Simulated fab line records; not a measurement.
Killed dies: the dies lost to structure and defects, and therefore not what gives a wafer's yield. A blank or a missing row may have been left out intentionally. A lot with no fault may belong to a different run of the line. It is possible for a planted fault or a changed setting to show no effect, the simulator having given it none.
Which tool did it? + flow sky130 + 12 lots, 36 wafers sampled, at 1 step of a route of 708

## WHAT EACH GAUGE READ, for each wafer
SKY_SD_N_RS_MEAS_17: measures by four-point-probe.
| lot  | measured     | on            | SD_P_RS (ohm/sq)  |
|------|--------------|---------------|-------------------|
| L075 | day 28 07:38 | film_metro-02 | 146.7 146.8 146.6 |
| L078 | day 28 14:16 | film_metro-01 | 147.6 147.9 147.5 |
| L079 | day 29 06:34 | film_metro-03 | 146.5 146.8 146.6 |
| L081 | day 30 12:45 | film_metro-01 | 147.4 148.2 147.6 |
| L083 | day 30 17:15 | film_metro-03 | 147.0 146.7 146.8 |
| L085 | day 31 09:07 | film_metro-01 | 147.9 147.6 147.7 |
| L087 | day 32 01:17 | film_metro-02 | 146.6 147.0 146.8 |
| L089 | day 32 20:18 | film_metro-03 | 147.2 147.0 147.2 |
| L091 | day 33 15:21 | film_metro-02 | 147.2 147.4 147.2 |
| L093 | day 34 02:08 | film_metro-01 | 147.2 147.4 147.4 |
| L095 | day 34 16:11 | film_metro-01 | 147.3 147.6 147.1 |
| L097 | day 35 16:07 | film_metro-01 | 147.2 147.2 147.1 |

## EACH LOT AND THE TOOL THAT RAN IT (in order: tool; ch and the chambers of the sampled wafers; start)
No process step before these readings appears in the record.

## THE ANSWER, worked out from the rows above alone
Rule: usual is defined by the lots themselves. Put in order of their means at a reading, lots are off if they are a third of the lots or fewer, leave a main group of 4 or more, and stand apart from it by a gap of 3 or more times the standard deviation of the main group's means; of several such gaps the widest counts. The tables above print the reading to a certain number of digits; a main group whose means all agree to those digits is not used. Also off: a lot with no number at a reading for which 4 or more lots have one. The other lots that the step has rows for count as sound.
None of the lots is off at any reading shown; this tells nothing.

## WHAT THE SIMULATOR HAD PUT IN
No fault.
